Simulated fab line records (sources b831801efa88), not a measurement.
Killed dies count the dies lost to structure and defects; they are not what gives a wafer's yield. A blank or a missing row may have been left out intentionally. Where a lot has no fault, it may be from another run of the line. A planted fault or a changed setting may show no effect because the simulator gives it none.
Split-lot trial :: flow gf180mcu :: route with 602 steps; 5 lots, 23 wafers read

THE SPLIT
At GF_MIM_COAT_14 (resist thk 1000 nm), the setting resist-thk-nm was moved away from the recipe's 1000 nm on 9 of the 23 wafers read, by -5.1% to +4.8%. All remaining wafers had this setting at the recipe value.

BETWEEN THE SPLIT AND THE READING: the file shows 1 step in between
- GF_MIM_METAL_ETCH_19: etches the open film in Cl2/BCl3, stops on Si3N4, target depth 324.5 nm, time 54.1 s (also split here: icp-w)

THE READING
oes-product-au, in a.u., at GF_MIM_STRIP_20 (strips in O2/N2). On this fab line, fault-free wafers typically give 0.691 a.u. with a standard deviation of 0.0054 a.u.

wafer: L074.1
tool, chamber at the split: litho-track-03, 0
resist-thk-nm as run, nm: 1000
against the recipe: recipe
oes-product-au, a.u.: 0.702
against lot-mates on the recipe: -

wafer: L074.2
tool, chamber at the split: litho-track-03, 0
resist-thk-nm as run, nm: 1048
against the recipe: +4.8%
oes-product-au, a.u.: 0.698
against lot-mates on the recipe: +0.005

wafer: L074.3
tool, chamber at the split: litho-track-03, 0
resist-thk-nm as run, nm: 1000
against the recipe: recipe
oes-product-au, a.u.: 0.688
against lot-mates on the recipe: -

wafer: L074.4
tool, chamber at the split: litho-track-03, 0
resist-thk-nm as run, nm: 1000
against the recipe: recipe
oes-product-au, a.u.: 0.689
against lot-mates on the recipe: -

wafer: L074.6
tool, chamber at the split: litho-track-03, 0
resist-thk-nm as run, nm: 1048
against the recipe: +4.8%
oes-product-au, a.u.: 0.715
against lot-mates on the recipe: +0.022

wafer: L077.1
tool, chamber at the split: litho-track-04, 0
resist-thk-nm as run, nm: 976.6
against the recipe: -2.3%
oes-product-au, a.u.: 0.687
against lot-mates on the recipe: -0.012

wafer: L077.2
tool, chamber at the split: litho-track-04, 0
resist-thk-nm as run, nm: 1000
against the recipe: recipe
oes-product-au, a.u.: 0.697
against lot-mates on the recipe: -

wafer: L077.4
tool, chamber at the split: litho-track-04, 0
resist-thk-nm as run, nm: 1000
against the recipe: recipe
oes-product-au, a.u.: 0.697
against lot-mates on the recipe: -

wafer: L077.5
tool, chamber at the split: litho-track-04, 0
resist-thk-nm as run, nm: 976.6
against the recipe: -2.3%
oes-product-au, a.u.: 0.680
against lot-mates on the recipe: -0.019

wafer: L077.6
tool, chamber at the split: litho-track-04, 0
resist-thk-nm as run, nm: 1000
against the recipe: recipe
oes-product-au, a.u.: 0.702
against lot-mates on the recipe: -

wafer: L081.2
tool, chamber at the split: litho-track-02, 0
resist-thk-nm as run, nm: 1000
against the recipe: recipe
oes-product-au, a.u.: 0.693
against lot-mates on the recipe: -

wafer: L081.4
tool, chamber at the split: litho-track-02, 0
resist-thk-nm as run, nm: 1000
against the recipe: recipe
oes-product-au, a.u.: 0.690
against lot-mates on the recipe: -

wafer: L081.6
tool, chamber at the split: litho-track-02, 0
resist-thk-nm as run, nm: 1000
against the recipe: recipe
oes-product-au, a.u.: 0.698
against lot-mates on the recipe: -

wafer: L082.1
tool, chamber at the split: litho-track-03, 0
resist-thk-nm as run, nm: 1043
against the recipe: +4.3%
oes-product-au, a.u.: 0.703
against lot-mates on the recipe: +0.020

wafer: L082.3
tool, chamber at the split: litho-track-03, 0
resist-thk-nm as run, nm: 1043
against the recipe: +4.3%
oes-product-au, a.u.: 0.716
against lot-mates on the recipe: +0.033

wafer: L082.4
tool, chamber at the split: litho-track-03, 0
resist-thk-nm as run, nm: 1000
against the recipe: recipe
oes-product-au, a.u.: 0.683
against lot-mates on the recipe: -

wafer: L082.5
tool, chamber at the split: litho-track-03, 0
resist-thk-nm as run, nm: 1043
against the recipe: +4.3%
oes-product-au, a.u.: 0.714
against lot-mates on the recipe: +0.031

wafer: L082.6
tool, chamber at the split: litho-track-03, 0
resist-thk-nm as run, nm: 1000
against the recipe: recipe
oes-product-au, a.u.: 0.683
against lot-mates on the recipe: -

wafer: L085.1
tool, chamber at the split: litho-track-03, 0
resist-thk-nm as run, nm: 1000
against the recipe: recipe
oes-product-au, a.u.: 0.695
against lot-mates on the recipe: -

wafer: L085.2
tool, chamber at the split: litho-track-03, 0
resist-thk-nm as run, nm: 949
against the recipe: -5.1%
oes-product-au, a.u.: 0.664
against lot-mates on the recipe: -0.030

wafer: L085.3
tool, chamber at the split: litho-track-03, 0
resist-thk-nm as run, nm: 1000
against the recipe: recipe
oes-product-au, a.u.: 0.695
against lot-mates on the recipe: -

wafer: L085.4
tool, chamber at the split: litho-track-03, 0
resist-thk-nm as run, nm: 949
against the recipe: -5.1%
oes-product-au, a.u.: 0.660
against lot-mates on the recipe: -0.034

wafer: L085.6
tool, chamber at the split: litho-track-03, 0
resist-thk-nm as run, nm: 1000
against the recipe: recipe
oes-product-au, a.u.: 0.691
against lot-mates on the recipe: -

FIT RESULTS
A straight line over all 23 wafers: oes-product-au changes by +0.00446 a.u. for each +1% of resist-thk-nm; r = +0.88; the points scatter about the line by 0.0068 a.u.
The same after taking each lot's own level away (the mean of its wafers on the recipe; 23 wafers): +0.00543 a.u. for each +1%; r = +0.92; scatter 0.0064 a.u.
On that fit, the largest move of resist-thk-nm shifts the reading by 0.028 a.u.
The span of the lots' own levels, 0.6830 to 0.6987 a.u., comes to 2.9 times the standard deviation stated above.
So the slope is not independent of the lot-to-lot level: the two fits are not the same.
Check: for one of the wafers moved furthest among these (-5.1%), held out of the fit, the line's prediction against its lot-mates is -0.0284 a.u. It came out at -0.0297 a.u. against them.

THE OTHER SPLITS THESE WAFERS WENT THROUGH
Before the reading, these wafers also passed through other splits. Each is held against what the fit with the lots' levels taken away leaves over:
other split on the same wafers: GF_V3_SPUTTER_21 time-s
wafers away from the commonest value: 6
r with oes-product-au (lot level and that fit taken away): +0.49

other split on the same wafers: GF_M4_SPUTTER_01 power-w
wafers away from the commonest value: 7
r with oes-product-au (lot level and that fit taken away): +0.17

other split on the same wafers: GF_M4_COAT_09 resist-thk-nm
wafers away from the commonest value: 6
r with oes-product-au (lot level and that fit taken away): -0.04

other split on the same wafers: GF_V4_CMP_04 leave-above-ref-nm
wafers away from the commonest value: 7
r with oes-product-au (lot level and that fit taken away): -0.23

other split on the same wafers: GF_V4_COAT_09 resist-thk-nm
wafers away from the commonest value: 9
r with oes-product-au (lot level and that fit taken away): +0.28

other split on the same wafers: GF_V4_ETCH_17 bias-w
wafers away from the commonest value: 7
r with oes-product-au (lot level and that fit taken away): +0.63

other split on the same wafers: GF_MIM_SPUTTER_08 time-s
wafers away from the commonest value: 8
r with oes-product-au (lot level and that fit taken away): +0.08

other split on the same wafers: GF_MIM_METAL_ETCH_19 icp-w
wafers away from the commonest value: 8
r with oes-product-au (lot level and that fit taken away): -0.03

THE WHOLE CHAIN: every reading that the file lists as answering this split, in the file's order
step: GF_MIM_COAT_14
what it does: resist thk 1000 nm
reading: NOVOLAK_of_MIM_COAT_14.thk-nm (the simulator's own value, which no gauge read)
change (the file's fit): +9.99 nm for each +1% of the setting
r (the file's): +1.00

step: GF_MIM_STRIP_20
what it does: strips in O2/N2
reading: oes-product-au
change (the file's fit): +0.00522 a.u. for each +1% of the setting
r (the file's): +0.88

step: GF_MIM_STRIP_20
what it does: strips in O2/N2
reading: strip-time-to-endpoint-s
change (the file's fit): withheld for each +1% of the setting
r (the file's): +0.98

FILE'S OWN FIT
oes-product-au changes by +0.00522 a.u. for each +1% of resist-thk-nm, r = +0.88.
